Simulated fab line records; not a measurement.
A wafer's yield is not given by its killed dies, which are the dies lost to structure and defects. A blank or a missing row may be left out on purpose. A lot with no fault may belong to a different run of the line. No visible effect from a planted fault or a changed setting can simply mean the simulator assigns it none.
Which tool did it? -- flow sky130 -- 12 lots with 36 wafers sampled at 5 steps, on a route of 708 steps

WHAT THE GAUGES SHOWED, per wafer
SKY_LDD_P_TW_MEAS_11. Usual: LDD_P_TW 636.2, standard deviation 2.6.
lot,measured,on,LDD_P_TW,flag
L623,day 18 16:34,film-metro-01,634.1 633.8 631.3,
L624,day 19 05:04,film-metro-02,634.2 634.8 636.4,
L626,day 19 23:34,film-metro-04,633.6 636.3 636.4,
L630,day 21 22:19,film-metro-01,635.3 635.6 641.0,
L629,day 21 23:52,film-metro-02,634.5 633.5 633.0,
L632,day 22 14:01,film-metro-04,633.1 637.1 637.1,
L635,day 24 03:55,film-metro-04,632.6 635.8 632.2,
L638,day 24 12:34,film-metro-02,588.1 585.1 587.5,OFF
L639,day 24 18:34,film-metro-02,634.8 635.6 633.8,
L640,day 25 12:25,film-metro-01,583.8 584.6 587.4,OFF
L643,day 26 16:35,film-metro-01,635.1 636.2 636.7,
L644,day 26 20:57,film-metro-04,635.0 634.4 636.6,

SKY_LI_CONTACT_CD_MEAS_12: target cd 170 nm. Usual: cd-nm 170.4 nm, standard deviation 1.7.
lot,measured,on,cd-nm (nm),flag
L623,day 28 22:01,cd-sem-02,174.0 171.4 171.3,
L624,day 29 07:54,cd-sem-02,169.3 169.5 169.3,
L626,day 29 21:09,cd-sem-02,169.7 170.6 170.0,
L630,day 31 17:07,cd-sem-02,166.6 165.8 164.9,
L629,day 31 18:40,cd-sem-02,172.0 171.7 172.3,
L632,day 32 07:46,cd-sem-01,170.9 168.1 170.0,
L635,day 33 19:24,cd-sem-02,171.5 173.0 171.5,
L638,day 34 00:45,cd-sem-02,171.0 170.2 169.5,
L639,day 34 08:03,cd-sem-02,171.0 171.6 171.1,
L640,day 34 22:17,cd-sem-02,172.1 171.6 172.9,
L643,day 36 01:02,cd-sem-02,169.6 168.7 170.7,
L644,day 36 04:37,cd-sem-02,171.3 170.0 170.9,

SKY_CONTACT_THK_MEAS_03. Usual: CONTACT_HDPCVD_THK 565 nm, standard deviation 4.4.
lot,measured,on,CONTACT_HDPCVD_THK (nm),flag
L623,day 30 03:51,film-metro-02,556 564 555,
L624,day 30 14:31,film-metro-02,561 571 568,
L626,day 31 02:58,film-metro-03,564 561 562,
L630,day 32 22:39,film-metro-03,562 569 569,
L629,day 32 23:52,film-metro-04,571 560 568,
L632,day 33 12:43,film-metro-03,567 566 567,
L635,day 35 00:50,film-metro-02,561 562 557,
L638,day 35 05:40,film-metro-04,563 563 562,
L639,day 35 12:29,film-metro-03,566 557 567,
L640,day 36 02:32,film-metro-02,560 559 566,
L643,day 37 04:57,film-metro-04,567 567 567,
L644,day 37 08:58,film-metro-03,569 568 575,

WHAT TOOL EACH LOT RAN ON (gives the tool, then ch and the chambers of the sampled wafers, and finally the start)
lot,SKY_LDD_P_IMPLANT_09,SKY_SD_N_STRIP_11
L623,"implanter-04 ch 0, day 18 16:20","plasma-asher-01 ch 0,1, day 27 16:40"
L624,"implanter-03 ch 0, day 19 04:49","plasma-asher-03 ch 0,1, day 28 01:46"
L626,"implanter-04 ch 0, day 19 23:19","plasma-asher-03 ch 0,1, day 28 16:19"
L630,"implanter-04 ch 0, day 21 22:05","plasma-asher-01 ch 0,1, day 30 12:22"
L629,"implanter-04 ch 0, day 21 23:38","plasma-asher-01 ch 0,1, day 30 13:49"
L632,"implanter-03 ch 0, day 22 13:47","plasma-asher-01 ch 0,1, day 31 03:22"
L635,"implanter-03 ch 0, day 24 03:40","plasma-asher-03 ch 0,1, day 32 15:13"
L638,"implanter-03 ch 0, day 24 12:19","plasma-asher-04 ch 0, day 32 21:19"
L639,"implanter-04 ch 0, day 24 18:19","plasma-asher-04 ch 0,1, day 33 04:10"
L640,"implanter-03 ch 0, day 25 12:11","plasma-asher-04 ch 0,1, day 33 18:40"
L643,"implanter-02 ch 0, day 26 16:22","plasma-asher-01 ch 0,1, day 34 21:48"
L644,"implanter-04 ch 0, day 26 20:42","plasma-asher-03 ch 0,1, day 35 01:16"
- SKY_LDD_P_IMPLANT_09
- SKY_SD_N_STRIP_11: strips in O2/N2.

AS READ BY THE TOOLS THEMSELVES (means over the sampled wafers that have a number; for cases with no such wafer, the mark the record gives instead)
SKY_LDD_P_IMPLANT_09. Usual: beam-on-s 9.98 s, standard deviation 0.19; faraday-current-uA 56.5, standard deviation 1.
lot,tool,beam-on-s (s),faraday-current-uA,flag
L623,implanter-04,10.04,56.1,
L624,implanter-03,9.96,56.5,
L626,implanter-04,9.95,56.5,
L630,implanter-04,9.81,57.4,
L629,implanter-04,10.03,56.0,
L632,implanter-03,10.03,56.2,
L635,implanter-03,10.18,55.4,
L638,implanter-03,7.76,72.7,OFF
L639,implanter-04,9.88,57.0,
L640,implanter-03,7.69,73.2,OFF
L643,implanter-02,10.21,55.5,
L644,implanter-04,9.85,57.2,

SKY_SD_N_STRIP_11. Usual: drypump-motor-current-A 6.0 A, standard deviation 0.57; oes-product-au 0.526 a.u., standard deviation 0.0047; strip-time-to-endpoint-s 22.53 s, standard deviation 0.043.
lot,tool,drypump-motor-current-A (A),oes-product-au (a.u.),strip-time-to-endpoint-s (s),flag
L623,plasma-asher-01,5.1,0.534,22.57,
L624,plasma-asher-03,6.0,0.526,22.55,
L626,plasma-asher-03,6.0,0.526,22.54,
L630,plasma-asher-01,5.4,0.528,22.60,
L629,plasma-asher-01,5.1,0.523,22.52,
L632,plasma-asher-01,5.1,0.527,22.59,
L635,plasma-asher-03,6.0,0.525,22.50,
L638,plasma-asher-04,6.8,0.533,22.52,
L639,plasma-asher-04,6.1,0.527,22.54,
L640,plasma-asher-04,6.1,0.522,22.50,
L643,plasma-asher-01,5.1,0.525,22.52,
L644,plasma-asher-03,6.0,0.525,22.54,

THE ANSWER, worked out from the rows above alone
Rule: lot off if the mean of its wafers having a number is beyond 3 standard deviations from the usual mean. Also off: a lot with no number at a reading for which 4 or more lots have one. All remaining lots with rows at the step are treated as sound. The gauges are gone through in route order, then the tools' own readings, and for those a lot's mean is taken as printed above. The first step at which some lot is off is used, and at that step the reading that is off furthest; a lot without a number counts as furthest.
Off: at SKY_LDD_P_TW_MEAS_11 (LDD_P_TW), L638, L640.
A tool fits if, at a process step before that reading, it ran every lot that is off, and no sound lot after the first of them. The gauges at SKY_LDD_P_TW_MEAS_11 aren't tried: what is off there is off at SKY_LDD_P_IMPLANT_09 too, on other tools, and a gauge's error can't cause that. One candidate fits, namely implanter-03 at SKY_LDD_P_IMPLANT_09. A fault onset in the window from L635 (day 24 03:40, its last sound lot) to L638 (day 24 12:19, its first lot off) fits.
The tool's own readings at SKY_LDD_P_IMPLANT_09 bear it out: on the lots that are off they differ by more than 5 times the standard deviation of the sound lots' means. beam-on-s reads 7.72 s there against 9.99 s on the sound lots; faraday-current-uA reads 73.0 there against 56.4 on the sound lots.

WHAT HAD BEEN PUT IN BY THE SIMULATOR
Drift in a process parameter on implanter-03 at SKY_LDD_P_IMPLANT_09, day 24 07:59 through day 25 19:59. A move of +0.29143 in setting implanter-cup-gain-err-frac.
Shown lots that were struck: L638, L640. This agrees with what the rule above found.
